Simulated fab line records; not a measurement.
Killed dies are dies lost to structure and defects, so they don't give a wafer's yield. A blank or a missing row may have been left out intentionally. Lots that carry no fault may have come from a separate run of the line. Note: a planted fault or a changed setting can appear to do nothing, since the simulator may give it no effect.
Code-filled problem report in 8D (eight disciplines) form    flow sky130    the parts of the form that need people (team, actions taken, sign-off) are left out

== 1. WHAT WENT WRONG ==
Wafers without a fault read 280.3 s, standard deviation 0.64; run length s at SKY_METAL5_METAL_ETCH_15 reads a mean of 263.9 s on 3 wafers belonging to 2 lots. Measured from the usual mean, that is -26 standard deviations.
The step: etches the open film in Cl2/BCl3, stops on SiO2, target depth 1260 nm, time 252 s.
First observed at day 45 13:57: wafer L986.2, on rie metal-02. The record has a number at this step for 33 wafers belonging to 11 lots. By rule, "out" or "out of limits" means more than 4 standard deviations away from the usual mean. The other wafers with a number count as sound.

== 2. WHAT IT IS, WHAT IT ISN'T ==
question                     is                            is not
which readings at this step  run length s, oes product au  drypump motor current A, throttle valve pct
which lots                   L986, L987                    L101, L978, L981, L982, L989, L990, L996, L997, L999
which wafers of those lots   L986.2, L986.6, L987.6        L986.4, L987.3, L987.5
read on which tools          rie metal-02                  rie metal-03, rie metal-04
when                         from day 45 13:57             up to then (10 sound wafers); but 20 sound wafers of L101, L987, L989, L990, L996, L997, L999 came after

== 3. SUSPECTS, AND WHAT RULES EACH OUT ==
Counting: if a tool at a process step up to the reading ran every lot that is out, it stays a suspect. Sound lots after the first of them don't rule it out here, since some wafers of a struck lot are sound.
- rie metal-02 at SKY_METAL5_METAL_ETCH_15 (etches the open film in Cl2/BCl3, stops on SiO2, target depth 1260 nm, time 252 s): kept. Every lot that is out went through it, the first being L986 (day 45 13:57); the last sound lot it ran before that was L982 (day 44 13:53). Its own oes product au, run length s readings are out on those wafers.
After counting, what remains is rie metal-02 at SKY_METAL5_METAL_ETCH_15.

== 4. THE CAUSE (what the simulator had put in) ==
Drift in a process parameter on rie metal-02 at SKY_METAL5_METAL_ETCH_15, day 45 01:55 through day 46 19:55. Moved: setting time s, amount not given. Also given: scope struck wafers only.
The count eliminated every tool but this one.

== 5. SEQUENCE OF EFFECTS, ordered by route ==
Each row: a reading where the mean over the struck wafers with a number is more than 3 standard deviations away from the usual. Only readings for which the record gives a usual standard deviation are gone through. hours: the time from each lot's start at the first step in this table that gives one to its start at this step, as a median over the lots. sigmas: the change in usual standard deviations.
hours  step                      reading                   usual       on struck wafers  change  sigmas
0      SKY_METAL5_METAL_ETCH_15  oes product au            0.893 a.u.  0.966             +0.073  +14
0      SKY_METAL5_METAL_ETCH_15  run length s              280.3 s     263.9             -16.4   -26
0      SKY_METAL5_STRIP_16       strip time to endpoint s  13.06 s     13.68             +0.62   +3.9
Process steps it contains:
- SKY_METAL5_METAL_ETCH_15: etches the open film in Cl2/BCl3, stops on SiO2, target depth 1260 nm, time 252 s.
- SKY_METAL5_STRIP_16: strips in O2/N2.

== 6. HOW IT WOULD HAVE BEEN CAUGHT EARLIER ==
In this record no reading fell out of limits until day 45 13:57, 12 hours after the fault had begun at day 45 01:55.
